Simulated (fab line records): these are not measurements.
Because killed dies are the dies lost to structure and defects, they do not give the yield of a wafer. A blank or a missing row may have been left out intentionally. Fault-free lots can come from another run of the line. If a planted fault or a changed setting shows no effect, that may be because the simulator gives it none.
Chamber matching + flow gf180mcu + rieDiel-03 running GF_CONTACT_ETCH_16: 4 sister chambers
The step etches BARC in N2/H2. 8 wafers are shown with their chamber, then 7 later ones without.

WAFERS, EACH WITH ITS CHAMBER
| wafer  | chamber | throttleValvePct (%) | oesProductAu (a.u.) |
|--------|---------|----------------------|---------------------|
| L183.4 | 2       | 13.241               | 0.855               |
| L183.5 | 1       | 13.227               | 0.857               |
| L184.4 | 0       | 13.217               | 0.854               |
| L184.5 | 2       | 13.216               | 0.853               |
| L184.6 | 1       | 13.220               | 0.861               |
| L187.4 | 0       | 13.214               | 0.850               |
| L189.1 | 3       | 13.223               | 0.855               |
| L189.4 | 3       | 13.214               | 0.854               |

WAFERS WITHOUT THEIR CHAMBER
| wafer  | throttleValvePct (%) | oesProductAu (a.u.) |
|--------|----------------------|---------------------|
| L189.5 | 13.238               | 0.860               |
| L198.1 | 13.232               | 0.852               |
| L198.2 | 13.230               | 0.855               |
| L198.6 | 13.227               | 0.853               |
| L200.1 | 13.216               | 0.853               |
| L200.3 | 13.244               | 0.850               |
| L200.4 | 13.216               | 0.852               |

EACH ONE'S CHAMBER
| wafer  | from the rows above               | in truth |
|--------|-----------------------------------|----------|
| L189.5 | can't be placed: 1 or 2 or 3      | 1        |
| L198.1 | can't be placed: 2 or 0 or 3      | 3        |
| L198.2 | can't be placed: 2 or 3 or 1 or 0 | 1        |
| L198.6 | can't be placed: 2 or 3 or 0      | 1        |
| L200.1 | can't be placed: 0 or 3 or 2      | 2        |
| L200.3 | can't be placed: 2 or 0 or 3      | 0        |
| L200.4 | can't be placed: 0 or 3 or 2      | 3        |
0 of 7 placed correctly. Not placeable from these rows: 7 (in 6, the candidates include the true chamber). Number placed wrongly: 0.
How it was worked out, from the rows above alone: a wafer's distance from a chamber is the root of the sum, over the readings, of the square of ((its reading less the chamber's mean) divided by the reading's scatter). The wafer belongs to the nearest chamber; if the next one is less than 2 further off, it can't be placed. Each chamber's mean is taken over the wafers shown for it. The scatter is the square root of a quotient: the sum, over the shown wafers, of each reading's squared deviation from its chamber's mean, divided by wafers minus chambers.
